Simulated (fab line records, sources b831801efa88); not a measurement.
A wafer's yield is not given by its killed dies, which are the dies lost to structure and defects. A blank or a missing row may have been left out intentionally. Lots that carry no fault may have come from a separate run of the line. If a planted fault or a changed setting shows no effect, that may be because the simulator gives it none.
Check of tool commonality + flow gf180mcu + Lots sampled 13, wafers sampled 39

REASON IT WAS OPENED
At GF_NSD_CD_MEAS_07 the reading cd-nm is flagged on 2 of 13 lots. Wafers without a fault read 400.8 nm, standard deviation 2.4.
Rule: a lot gets a flag if all its wafers with a number sit over 4 standard deviations from that mean, or if no wafer of it has a number. All remaining lots are regarded as sound.

| lot  | measured     | on        | cd-nm (nm), wafer by wafer | flag    |
|------|--------------|-----------|----------------------------|---------|
| L794 | day 13 07:40 | cd-sem-01 | 403.0 402.1 402.0          |         |
| L795 | day 13 12:59 | cd-sem-02 | 399.9 401.7 401.5          |         |
| L796 | day 13 22:59 | cd-sem-02 | 403.8 403.2 403.6          |         |
| L797 | day 14 02:49 | cd-sem-02 | 404.0 402.3 400.1          |         |
| L798 | day 14 14:19 | cd-sem-01 | 399.4 399.8 399.9          |         |
| L799 | day 15 04:55 | cd-sem-01 | 402.9 403.4 405.2          |         |
| L800 | day 15 10:28 | cd-sem-02 | 399.7 399.4 397.8          |         |
| L803 | day 16 08:46 | cd-sem-01 | 329.8 330.5 328.8          | FLAGGED |
| L805 | day 17 05:58 | cd-sem-02 | 340.3 341.2 344.0          | FLAGGED |
| L810 | day 18 18:23 | cd-sem-02 | 397.7 397.0 396.8          |         |
| L812 | day 19 10:40 | cd-sem-02 | 403.2 402.3 403.6          |         |
| L815 | day 20 14:41 | cd-sem-02 | 398.4 399.9 399.8          |         |
| L817 | day 21 04:10 | cd-sem-02 | 403.4 400.9 403.8          |         |
Average over the flagged lots: 335.8 nm; offset from the usual -65.0 nm, equal to -27 standard deviations.

TOOL THAT RAN EACH LOT
Before the reading, the record contains 2 process steps out of a 602-step route. Every cell lists first the tool, next ch and the chambers used by the sampled wafers, and last the start.
| lot  | flag    | GF_VT_IMPLANT_RTA_45             | GF_NSD_EXPOSE_04                    |
|------|---------|----------------------------------|-------------------------------------|
| L794 |         | rtp-anneal-02 ch 0, day 7 13:03  | iline-stepper-02 ch 0, day 12 21:35 |
| L795 |         | rtp-anneal-02 ch 0, day 7 19:13  | iline-stepper-02 ch 0, day 13 03:34 |
| L796 |         | rtp-anneal-02 ch 0, day 8 02:05  | iline-stepper-02 ch 0, day 13 13:05 |
| L797 |         | rtp-anneal-02 ch 0, day 8 07:01  | iline-stepper-01 ch 0, day 13 16:40 |
| L798 |         | rtp-anneal-01 ch 0, day 8 13:44  | iline-stepper-02 ch 0, day 14 04:25 |
| L799 |         | rtp-anneal-02 ch 0, day 9 00:23  | iline-stepper-02 ch 0, day 14 18:10 |
| L800 |         | rtp-anneal-01 ch 0, day 9 05:12  | iline-stepper-01 ch 0, day 14 23:50 |
| L803 | FLAGGED | rtp-anneal-01 ch 0, day 10 02:19 | iline-stepper-01 ch 0, day 15 22:16 |
| L805 | FLAGGED | rtp-anneal-01 ch 0, day 10 16:28 | iline-stepper-01 ch 0, day 16 18:56 |
| L810 |         | rtp-anneal-01 ch 0, day 11 23:56 | iline-stepper-02 ch 0, day 18 06:46 |
| L812 |         | rtp-anneal-02 ch 0, day 12 12:45 | iline-stepper-02 ch 0, day 18 22:28 |
| L815 |         | rtp-anneal-01 ch 0, day 13 13:20 | iline-stepper-02 ch 0, day 20 02:49 |
| L817 |         | rtp-anneal-01 ch 0, day 14 00:10 | iline-stepper-02 ch 0, day 20 16:20 |
What is done by these steps:
- GF_VT_IMPLANT_RTA_45: time 30 s.
- GF_NSD_EXPOSE_04: exposes mask Nplus, target cd 400 nm.
- GF_NSD_CD_MEAS_07: target cd 400 nm.

FLAGGED AGAINST TOTAL, ONE TOOL AT A TIME (gauges that did the reading follow at the end)
| step                 | tool             | lots run | flagged | share of the flagged lots | sound lots run after its first flagged lot |
|----------------------|------------------|----------|---------|---------------------------|--------------------------------------------|
| GF_VT_IMPLANT_RTA_45 | rtp-anneal-01    | 7        | 2       | all                       | 3 (L810,L815,L817)                         |
| GF_VT_IMPLANT_RTA_45 | rtp-anneal-02    | 6        | 0       | none                      | -                                          |
| GF_NSD_EXPOSE_04     | iline-stepper-01 | 4        | 2       | all                       | 0                                          |
| GF_NSD_EXPOSE_04     | iline-stepper-02 | 9        | 0       | none                      | -                                          |
| GF_NSD_CD_MEAS_07    | cd-sem-01        | 4        | 1       | some                      | 0                                          |
| GF_NSD_CD_MEAS_07    | cd-sem-02        | 9        | 1       | some                      | 4 (L810,L812,L815,L817)                    |

WHAT THE TABLE PERMITS
In 2 table rows, all flagged lots were run: rtp-anneal-01 (GF_VT_IMPLANT_RTA_45), iline-stepper-01 (GF_NSD_EXPOSE_04).
- rtp-anneal-01 at GF_VT_IMPLANT_RTA_45: 2 of its 7 lots flagged. Lots that were sound ran on it after the first flagged one (L810, L815, L817); a persistent fault on the entire tool would not allow that.
- iline-stepper-01 at GF_NSD_EXPOSE_04: 2 of its 4 lots flagged. Its last sound lot is L800 (day 14 23:50), its first flagged lot L803 (day 15 22:16): a fault that began between those two fits. Its own readings (exposure-dose-mJ-cm2) fall more than 4 standard deviations out on all wafers of the flagged lots.
Just one tool remains: iline-stepper-01 at GF_NSD_EXPOSE_04.

WHAT THE SIMULATOR HAD INSERTED
Process parameters drifting: iline-stepper-01 at GF_NSD_EXPOSE_04, beginning at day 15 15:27. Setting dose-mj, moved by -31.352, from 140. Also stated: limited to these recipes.
Lots struck among those shown: L803, L805. The rule above found the same.
